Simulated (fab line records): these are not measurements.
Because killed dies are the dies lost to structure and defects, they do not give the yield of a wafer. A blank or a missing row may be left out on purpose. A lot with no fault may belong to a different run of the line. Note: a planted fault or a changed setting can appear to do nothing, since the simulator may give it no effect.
The tool behind it: which one? | flow sfq_line | 14 lots, 42 wafers sampled, at 4 steps of a route of 325

## WHAT THE GAUGES READ, wafer by wafer
The record holds no reading of a measuring or inspecting step that can be judged against a usual standard deviation.

## WHICH TOOL RAN EACH LOT (tool, then ch and the chambers of the sampled wafers, then the start)
lot  | SFQ_TRILAYER_I0_VIA_STRIP_STRIP_035 | SFQ_TRILAYER_M2_STRIP_STRIP_061   | SFQ_TRILAYER_JJ_CE_BARC_OPEN_RIE_150 | SFQ_TRILAYER_I5_LITHO_PEB_147
L322 | rie_metal-02 ch 0,1, day 10 12:05   | rie_metal-02 ch 0,1, day 20 12:16 | rie_metal-04 ch 1, day 43 04:10      | litho_track-01 ch 0, day 52 14:30
L323 | rie_metal-03 ch 0,1, day 10 15:41   | rie_metal-02 ch 0,1, day 20 17:04 | rie_metal-04 ch 1, day 43 15:05      | litho_track-02 ch 0, day 53 02:31
L326 | rie_metal-02 ch 0,1, day 12 09:52   | rie_metal-01 ch 0,1, day 22 18:34 | rie_metal-01 ch 0,1, day 45 12:32    | litho_track-01 ch 0, day 54 10:57
L327 | rie_metal-03 ch 0, day 12 19:31     | rie_metal-02 ch 0,1, day 23 02:56 | rie_metal-03 ch 0,1, day 45 19:42    | litho_track-02 ch 0, day 54 16:54
L328 | rie_metal-03 ch 0, day 12 21:40     | rie_metal-04 ch 0,1, day 23 08:56 | rie_metal-04 ch 0, day 46 08:54      | litho_track-04 ch 0, day 55 02:30
L329 | rie_metal-03 ch 0, day 13 04:19     | rie_metal-04 ch 0,1, day 23 18:44 | rie_metal-01 ch 0,1, day 46 17:20    | litho_track-02 ch 0, day 55 17:22
L330 | rie_metal-03 ch 0,1, day 13 13:16   | rie_metal-02 ch 0,1, day 24 12:20 | rie_metal-04 ch 0,1, day 47 01:39    | litho_track-01 ch 0, day 55 23:21
L331 | rie_metal-03 ch 0,1, day 13 21:40   | rie_metal-01 ch 0,1, day 24 15:56 | rie_metal-01 ch 0, day 47 12:00      | litho_track-01 ch 0, day 56 06:31
L332 | rie_metal-03 ch 0,1, day 14 02:40   | rie_metal-04 ch 0,1, day 24 19:44 | rie_metal-01 ch 0, day 47 19:16      | litho_track-01 ch 0, day 56 12:34
L333 | rie_metal-03 ch 0,1, day 14 07:16   | rie_metal-01 ch 0, day 25 02:44   | rie_metal-03 ch 0,1, day 47 21:36    | litho_track-01 ch 0, day 56 17:19
L334 | rie_metal-04 ch 0,1, day 14 10:52   | rie_metal-01 ch 0,1, day 25 07:32 | rie_metal-03 ch 0,1, day 48 00:00    | litho_track-01 ch 0, day 56 20:57
L341 | rie_metal-04 ch 0,1, day 16 11:58   | rie_metal-01 ch 0,1, day 27 20:21 | rie_metal-04 ch 0, day 49 21:36      | litho_track-04 ch 0, day 58 11:09
L342 | rie_metal-04 ch 0,1, day 16 22:19   | rie_metal-04 ch 0,1, day 28 03:33 | rie_metal-04 ch 0,1, day 50 06:00    | litho_track-04 ch 0, day 58 14:43
L344 | rie_metal-04 ch 0,1, day 17 08:07   | rie_metal-04 ch 0,1, day 28 15:57 | rie_metal-04 ch 0,1, day 50 09:38    | litho_track-02 ch 0, day 58 22:04
- SFQ_TRILAYER_I0_VIA_STRIP_STRIP_035: strips in O2.
- SFQ_TRILAYER_M2_STRIP_STRIP_061: strips in O2.
- SFQ_TRILAYER_JJ_CE_BARC_OPEN_RIE_150: chemistry O2, target BARC, target depth 240 nm, time 80 s.
- SFQ_TRILAYER_I5_LITHO_PEB_147: peb time 60 s.

## AS READ BY THE TOOLS THEMSELVES (means over the sampled wafers that have a number; for cases with no such wafer, the mark the record gives instead)
SFQ_TRILAYER_I0_VIA_STRIP_STRIP_035. Usual: drypump_motor_current_A 6.0 A, standard deviation 0.31; oes_product_au 0.995 a.u., standard deviation 0.011.
lot  | tool         | drypump_motor_current_A (A) | oes_product_au (a.u.) | flag
L322 | rie_metal-02 | 5.7                         | 0.999                 |
L323 | rie_metal-03 | 6.1                         | 0.986                 |
L326 | rie_metal-02 | 5.7                         | 1.001                 |
L327 | rie_metal-03 | 5.9                         | 0.992                 |
L328 | rie_metal-03 | 5.9                         | 0.999                 |
L329 | rie_metal-03 | 5.9                         | 0.991                 |
L330 | rie_metal-03 | 6.4                         | 0.987                 |
L331 | rie_metal-03 | 6.4                         | 0.990                 |
L332 | rie_metal-03 | 6.4                         | 0.987                 |
L333 | rie_metal-03 | 6.1                         | 0.990                 |
L334 | rie_metal-04 | 5.9                         | 0.994                 |
L341 | rie_metal-04 | 5.9                         | 1.005                 |
L342 | rie_metal-04 | 6.0                         | 1.000                 |
L344 | rie_metal-04 | 6.0                         | 0.998                 |

SFQ_TRILAYER_M2_STRIP_STRIP_061. Usual: drypump_motor_current_A 5.99 A, standard deviation 0.28; oes_product_au 0.992 a.u., standard deviation 0.009.
lot  | tool         | drypump_motor_current_A (A) | oes_product_au (a.u.) | flag
L322 | rie_metal-02 | 5.63                        | 0.991                 |
L323 | rie_metal-02 | 5.65                        | 0.987                 |
L326 | rie_metal-01 | 6.29                        | 0.994                 |
L327 | rie_metal-02 | 5.65                        | 0.986                 |
L328 | rie_metal-04 | 5.93                        | 0.998                 |
L329 | rie_metal-04 | 6.00                        | 0.993                 |
L330 | rie_metal-02 | 5.69                        | 0.997                 |
L331 | rie_metal-01 | 6.28                        | 0.992                 |
L332 | rie_metal-04 | 6.01                        | 0.986                 |
L333 | rie_metal-01 | 6.20                        | 0.999                 |
L334 | rie_metal-01 | 6.28                        | 0.989                 |
L341 | rie_metal-01 | 6.27                        | 0.997                 |
L342 | rie_metal-04 | 5.91                        | 0.979                 |
L344 | rie_metal-04 | 5.92                        | 0.991                 |

SFQ_TRILAYER_JJ_CE_BARC_OPEN_RIE_150. Usual: drypump_motor_current_A 6.18 A, standard deviation 0.24; oes_product_au 0.538 a.u., standard deviation 0.0044.
lot  | tool         | drypump_motor_current_A (A) | oes_product_au (a.u.) | flag
L322 | rie_metal-04 | 6.06                        | 0.538                 |
L323 | rie_metal-04 | 6.08                        | 0.538                 |
L326 | rie_metal-01 | 6.24                        | 0.540                 |
L327 | rie_metal-03 | 6.37                        | 0.541                 |
L328 | rie_metal-04 | 5.84                        | 0.536                 |
L329 | rie_metal-01 | 6.29                        | 0.539                 |
L330 | rie_metal-04 | 6.01                        | 0.539                 |
L331 | rie_metal-01 | 6.19                        | 0.537                 |
L332 | rie_metal-01 | 6.21                        | 0.540                 |
L333 | rie_metal-03 | 6.37                        | 0.537                 |
L334 | rie_metal-03 | 6.15                        | 0.541                 |
L341 | rie_metal-04 | 5.86                        | 0.539                 |
L342 | rie_metal-04 | 6.00                        | 0.541                 |
L344 | rie_metal-04 | 5.93                        | 0.539                 |

SFQ_TRILAYER_I5_LITHO_PEB_147. Usual: heater_power_total_W at 79.15 W, with a standard deviation of 0.061.
lot  | tool           | heater_power_total_W (W) | flag
L322 | litho_track-01 | 79.07                    |
L323 | litho_track-02 | 79.14                    |
L326 | litho_track-01 | 79.13                    |
L327 | litho_track-02 | 79.17                    |
L328 | litho_track-04 | 79.17                    |
L329 | litho_track-02 | 79.18                    |
L330 | litho_track-01 | 79.13                    |
L331 | litho_track-01 | 79.21                    |
L332 | litho_track-01 | 79.13                    |
L333 | litho_track-01 | 79.54                    | OFF
L334 | litho_track-01 | 79.53                    | OFF
L341 | litho_track-04 | 79.18                    |
L342 | litho_track-04 | 79.15                    |
L344 | litho_track-02 | 79.14                    |

## THE ANSWER, worked out from the rows above alone
Rule: take the mean of a lot's wafers that have a number; if it is more than 3 standard deviations from the usual mean, the lot is off. Also off: a lot with no number at a reading for which 4 or more lots have one. Any other lot the step has rows for is counted as sound. After the gauges, taken in route order, come the tools' own readings; for these a lot's mean is taken, as printed above. At the first step where some lot is off, the reading lying furthest off is the one used; lots without a number count as furthest.
Off, at SFQ_TRILAYER_I5_LITHO_PEB_147 on heater_power_total_W: L333, L334.
If a tool, at that step or one of the process steps before it, ran each lot that is off and ran no sound lot following the first of them, it fits. 2 tools fit, rie_metal-03 at SFQ_TRILAYER_JJ_CE_BARC_OPEN_RIE_150 and litho_track-01 at SFQ_TRILAYER_I5_LITHO_PEB_147, so this cannot tell which one it is.

## WHAT WAS PUT IN BY THE SIMULATOR
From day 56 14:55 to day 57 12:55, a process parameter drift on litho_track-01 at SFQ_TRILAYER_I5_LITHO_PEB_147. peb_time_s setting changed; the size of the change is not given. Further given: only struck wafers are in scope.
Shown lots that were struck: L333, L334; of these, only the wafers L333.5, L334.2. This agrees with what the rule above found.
